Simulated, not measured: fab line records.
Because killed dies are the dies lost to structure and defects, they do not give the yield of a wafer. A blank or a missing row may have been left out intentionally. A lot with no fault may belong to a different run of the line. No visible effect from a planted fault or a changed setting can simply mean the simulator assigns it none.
Problem report, 8D (eight disciplines) form, completed by code ; flow sky130 ; the parts of the form that need people (team, actions taken, sign-off) are left out

1. WHAT WENT WRONG
Wafers free of any fault read 180.9 nm (standard deviation 1.9) for POLY_GATE_CVD_00_THK at SKY_POLY_GATE_THK_MEAS_01, against a mean of 128.8 nm on 9 wafers of 3 lots. Relative to the usual mean, that is a shift of -27 standard deviations.
First seen on wafer L329.3, day 20 02:58, on film_metro-02. Wafers with a number at this step in the record: 33, from 11 lots. Rule for "out" (also "out of limits"): further than 4 standard deviations from the usual mean. Any other wafer with a number is counted as sound.

2. WHAT IT IS, WHAT IT ISN'T
question;is;is not
which readings at this step;POLY_GATE_CVD_00_THK;-
which lots;L329, L330, L331;L314, L315, L316, L318, L320, L321, L322, L325
which wafers of those lots;all that have a number;-
read on which gauges;film_metro-02, film_metro-04;film_metro-03
when;from day 20 02:58;up to then (24 sound wafers)

3. SUSPECTS, AND WHAT RULES EACH OUT
Counting: a tool stays on the suspect list if, at a process step up to the reading, it processed all lots that are out and no sound lot following the first of them.
- the gauge at SKY_POLY_GATE_THK_MEAS_01 is ruled out. The wafers that are out were read on 2 gauges (film_metro-02, film_metro-04).
- lpcvd-01 at SKY_POLY_GATE_CVD_00 (deposits poly-Si, target thk 180 nm, time 720 s): kept. It processed each lot that is out, first L329 at day 20 01:45, and no sound lot thereafter; up to then, the last sound lot it processed was L325 at day 18 02:49. Its own pressure_mtorr readings are out on those wafers.
Remaining after the count: lpcvd-01 at SKY_POLY_GATE_CVD_00.

4. THE CAUSE (what the simulator had put in)
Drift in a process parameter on lpcvd-01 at SKY_POLY_GATE_CVD_00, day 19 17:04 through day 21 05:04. A move of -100 in setting pressure_mtorr, from 200.
Only this tool survived the counting.

5. THE CHAIN OF EFFECTS, in route order
Rows list readings where the struck wafers' mean (over those with a number) sits beyond 3 standard deviations from the usual. Only readings for which the record gives a usual standard deviation are gone through. hours: the time from each lot's start at the first step in this table that gives one to its start at this step, as a median over the lots. sigmas: the change in usual standard deviations.
hours;step;reading;usual;on struck wafers;change;sigmas
0;SKY_POLY_GATE_CVD_00;pressure_mtorr;200.0 mTorr;100.0;-100.0;-99 or more
1;SKY_POLY_GATE_THK_MEAS_01;POLY_GATE_CVD_00_THK;180.9 nm;128.8;-52.1;-27
65;SKY_POLY_GATE_ETCH_17;oes_product_au;0.990 a.u.;0.791;-0.199;-27
The process steps in it:
- SKY_POLY_GATE_CVD_00: deposits poly-Si, target thk 180 nm, time 720 s.
- SKY_POLY_GATE_ETCH_17: etches poly-Si in HBr/Cl2, stops on SiO2, target depth 180 nm, time 70.5 s.
Later measuring or inspecting steps at which every struck wafer that the step has a row for has a number for every such reading, and none has moved that far: SKY_LDD_P_OVL_MEAS_08.

6. WHAT WOULD HAVE CAUGHT IT SOONER
In this record the first reading out of limits at a measuring or inspecting step was taken at day 20 02:58, 10 hours after the fault began at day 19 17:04.
The tool's own readings at SKY_POLY_GATE_CVD_00 were out on every struck wafer that the step has a row for (pressure_mtorr): an alarm limit on them would have fired on the first of those.
Of the lots that are out (3), L330, L331 began SKY_POLY_GATE_CVD_00 on lpcvd-01 after day 20 02:58. A hold on the tool at that time would have spared those 2.
